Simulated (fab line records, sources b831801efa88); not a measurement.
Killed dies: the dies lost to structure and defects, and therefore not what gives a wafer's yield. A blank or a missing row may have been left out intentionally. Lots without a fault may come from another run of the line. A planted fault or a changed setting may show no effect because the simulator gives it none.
Problem report in the 8D (eight disciplines) form, filled by code ; flow sky130 ; the parts of the form that need people (team, actions taken, sign-off) are left out

1. PROBLEM STATEMENT
VIA1_HDPCVD_THK at SKY_VIA1_THK_MEAS_01 reads a mean of 878 nm on 1 wafer of 1 lot; wafers without a fault read 1029 nm with a standard deviation of 10. Relative to the usual mean, that is a shift of -15 standard deviations.
First observed at day 36 16:52: wafer L685.2, on film-metro-04. Wafers with a number at this step in the record: 37, from 13 lots. The rule behind "out" and "out of limits": a value lying over 4 standard deviations away from the usual mean. Any other wafer with a number is counted as sound.

2. WHAT IT IS; WHAT IT IS NOT
question;is;is not
which readings at this step;VIA1_HDPCVD_THK;-
which lots;L685;L673, L674, L675, L677, L678, L680, L683, L686, L687, L688, L689, L692
which wafers of those lots;all that have a number;-
read on which gauges;film-metro-04;film-metro-01, film-metro-03
when;from day 36 16:52;"up to then (21 sound wafers); but 15 sound wafers of L686, L687, L688, L689, L692 came after"

3. SUSPECTS, AND WHAT RULES EACH OUT
Counting: a tool at any process step up to the reading remains a suspect when it ran all the lots that are out and ran no sound lot after the first of those.
- the gauge at SKY_VIA1_THK_MEAS_01 has been ruled out. All the wafers that are out were read on film-metro-04, but those of them that SKY_VIA1_HDPCVD_00 has rows for are out there too, on other tools.
- plasma-asher-03 at SKY_LOCAL_INTERCONNECT_STRIP_15 (strips in O2/N2): ruled out as a lasting fault. After its first lot that is out, L685 (day 34 08:23), sound lots L687 ran on it.
- pecvd-01 at SKY_CONTACT_CVD_00 (deposits Si3N4, target thk 75 nm): ruled out as a lasting fault. After its first lot that is out, L685 (day 34 09:28), sound lots L688 ran on it.
- hdpcvd-01 at SKY_VIA1_HDPCVD_00 (deposits SiO2, target thk 1030 nm, time 171.7 s): kept. It ran the lot that is out, L685 (day 36 16:44), and no sound lot after that; its last sound lot up to then is L683 (day 36 01:40). Its own sih4-flow-sccm readings are out on those wafers.
Remaining after the count: hdpcvd-01 at SKY_VIA1_HDPCVD_00.

4. THE CAUSE (what the simulator had put in)
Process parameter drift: hdpcvd-01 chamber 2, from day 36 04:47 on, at SKY_VIA1_HDPCVD_00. Setting sih4-flow-sccm, moved by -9, from 60. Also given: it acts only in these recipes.
Only this tool survived the counting.

5. THE EFFECT CHAIN, in route order
Each row: a reading where the mean over the struck wafers with a number is more than 3 standard deviations away from the usual. Only readings for which the record gives a usual standard deviation are gone through. hours: the time from each lot's start at the first step in this table that gives one to its start at this step, as a median over the lots. sigmas: the change in usual standard deviations.
hours;step;reading;usual;on struck wafers;change;sigmas
0;SKY_VIA1_HDPCVD_00;sih4-flow-sccm;60.00 sccm;50.79;-9.21;-58
0;SKY_VIA1_THK_MEAS_01;VIA1_HDPCVD_THK;1029 nm;878;-151;-15
Process steps it contains:
- SKY_VIA1_HDPCVD_00: deposits SiO2, target thk 1030 nm, time 171.7 s.

6. WHAT WOULD HAVE CAUGHT IT SOONER
12 hours passed between the start of the fault at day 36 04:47 and the first reading out of limits at a measuring or inspecting step in this record, taken at day 36 16:52.
The tool's own readings at SKY_VIA1_HDPCVD_00 were out on every struck wafer that the step has a row for (sih4-flow-sccm): an alarm limit on them would have fired on the first of those.
Lots out: 1; all had begun SKY_VIA1_HDPCVD_00 on hdpcvd-01 by day 36 16:52. Holding the tool at that point would not have protected any of them.
